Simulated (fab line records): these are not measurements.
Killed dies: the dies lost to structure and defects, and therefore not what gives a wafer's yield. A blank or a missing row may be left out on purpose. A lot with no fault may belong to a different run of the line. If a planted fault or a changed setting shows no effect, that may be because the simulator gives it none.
What tool caused it? + flow gf180mcu + 42 wafers from 14 lots sampled at 3 of the route's 602 steps

## WHAT THE GAUGES READ, wafer by wafer
GF_NWELL_OVL_MEAS_07. Usual: NWELL_OVL gives -0.7 nm (standard deviation 1.1).
| lot  | measured    | on         | NWELL_OVL (nm) | flag |
|------|-------------|------------|----------------|------|
| L155 | day 3 09:37 | overlay-02 | 0.0 -2.3 -2.8  |      |
| L156 | day 3 13:04 | overlay-02 | -0.2 -0.5 -0.3 |      |
| L157 | day 3 16:59 | overlay-02 | 1.0 -0.7 -0.3  |      |
| L159 | day 4 04:46 | overlay-02 | -2.1 -1.0 -0.3 |      |
| L161 | day 4 18:25 | overlay-02 | -0.3 -1.2 -0.7 |      |
| L162 | day 4 22:16 | overlay-02 | 1.7 -2.9 -0.8  |      |
| L163 | day 5 02:13 | overlay-01 | -0.5 -0.4 -1.0 |      |
| L164 | day 5 08:43 | overlay-02 | -0.1 -0.9 0.1  |      |
| L169 | day 6 13:09 | overlay-02 | 0.6 -0.2 0.0   |      |
| L170 | day 6 18:44 | overlay-01 | 75.5 72.7 75.6 | OFF  |
| L172 | day 7 04:44 | overlay-02 | 72.4 72.9 72.3 | OFF  |
| L176 | day 8 03:08 | overlay-02 | -0.8 -0.1 1.3  |      |
| L177 | day 8 08:22 | overlay-01 | -0.1 0.1 -0.9  |      |
| L178 | day 8 14:01 | overlay-01 | -1.8 -1.4 -1.2 |      |

GF_VT_IMPLANT_OVL_MEAS_40. Usual: VT_IMPLANT_03_OVL gives 0.8 nm (standard deviation 1.5).
| lot  | measured     | on         | VT_IMPLANT_03_OVL (nm) | flag |
|------|--------------|------------|------------------------|------|
| L155 | day 7 16:40  | overlay-02 | 2.4 0.6 0.4            |      |
| L156 | day 7 19:35  | overlay-02 | 1.3 1.4 1.8            |      |
| L157 | day 8 01:11  | overlay-02 | 1.5 2.1 0.2            |      |
| L159 | day 8 15:19  | overlay-01 | -0.9 -0.9 -1.3         |      |
| L161 | day 9 08:56  | overlay-01 | 2.3 1.8 1.1            |      |
| L162 | day 9 12:31  | overlay-02 | -0.5 -0.6 -1.4         |      |
| L163 | day 9 18:15  | overlay-02 | 1.4 0.7 0.5            |      |
| L164 | day 10 02:11 | overlay-02 | -0.4 1.7 1.5           |      |
| L169 | day 11 13:12 | overlay-01 | 3.2 2.8 2.3            |      |
| L170 | day 11 19:34 | overlay-01 | 1.7 2.8 1.4            |      |
| L172 | day 12 05:48 | overlay-01 | -0.7 -0.5 -1.8         |      |
| L176 | day 13 11:31 | overlay-02 | -1.0 0.0 0.6           |      |
| L177 | day 13 19:38 | overlay-02 | -1.2 -1.4 -0.3         |      |
| L178 | day 13 23:06 | overlay-01 | -0.5 -0.1 1.0          |      |

## WHICH TOOL RAN EACH LOT (tool, then ch and the chambers of the sampled wafers, then the start)
| lot  | GF_NWELL_EXPOSE_04                 |
|------|------------------------------------|
| L155 | iline_stepper-01 ch 0, day 3 03:50 |
| L156 | iline_stepper-02 ch 0, day 3 06:35 |
| L157 | iline_stepper-02 ch 0, day 3 10:28 |
| L159 | iline_stepper-01 ch 0, day 3 22:16 |
| L161 | iline_stepper-01 ch 0, day 4 11:55 |
| L162 | iline_stepper-01 ch 0, day 4 15:13 |
| L163 | iline_stepper-01 ch 0, day 4 19:10 |
| L164 | iline_stepper-01 ch 0, day 5 02:13 |
| L169 | iline_stepper-02 ch 0, day 6 05:59 |
| L170 | iline_stepper-02 ch 0, day 6 11:25 |
| L172 | iline_stepper-02 ch 0, day 6 20:26 |
| L176 | iline_stepper-01 ch 0, day 7 19:55 |
| L177 | iline_stepper-01 ch 0, day 8 00:17 |
| L178 | iline_stepper-01 ch 0, day 8 05:01 |
- GF_NWELL_EXPOSE_04: exposes mask Nwell, target cd 860 nm.

## AS READ BY THE TOOLS THEMSELVES (means over the sampled wafers that have a number; for cases with no such wafer, the mark the record gives instead)
The record holds no such reading with a usual standard deviation.

## THE ANSWER, worked out from the rows above alone
Rule: take the mean of a lot's wafers that have a number; if it is more than 3 standard deviations from the usual mean, the lot is off. Also off: a lot with no number at a reading for which 4 or more lots have one. Where the step has rows for the other lots, those lots are counted as sound. After the gauges, taken in route order, come the tools' own readings; for these a lot's mean is taken, as printed above. The first step at which some lot is off is used, and at that step the reading that is off furthest; a lot without a number counts as furthest.
Off: at GF_NWELL_OVL_MEAS_07 (NWELL_OVL), L170, L172.
A tool fits if, at a process step before that reading, it ran every lot that is off, and no sound lot after the first of them. Those tools and the gauges at GF_NWELL_OVL_MEAS_07 are tried in the same way. One candidate fits, namely iline_stepper-02 at GF_NWELL_EXPOSE_04. Its last sound lot is L169 (day 6 05:59), its first lot that is off L170 (day 6 11:25): a fault that began between those two fits.

## WHAT HAD BEEN PUT IN BY THE SIMULATOR
Scanner matching overlay: iline_stepper-02, from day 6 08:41 on, at GF_NWELL_EXPOSE_04. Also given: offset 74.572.
Struck lots among those shown: L170, L172. The rule given above showed the same thing.
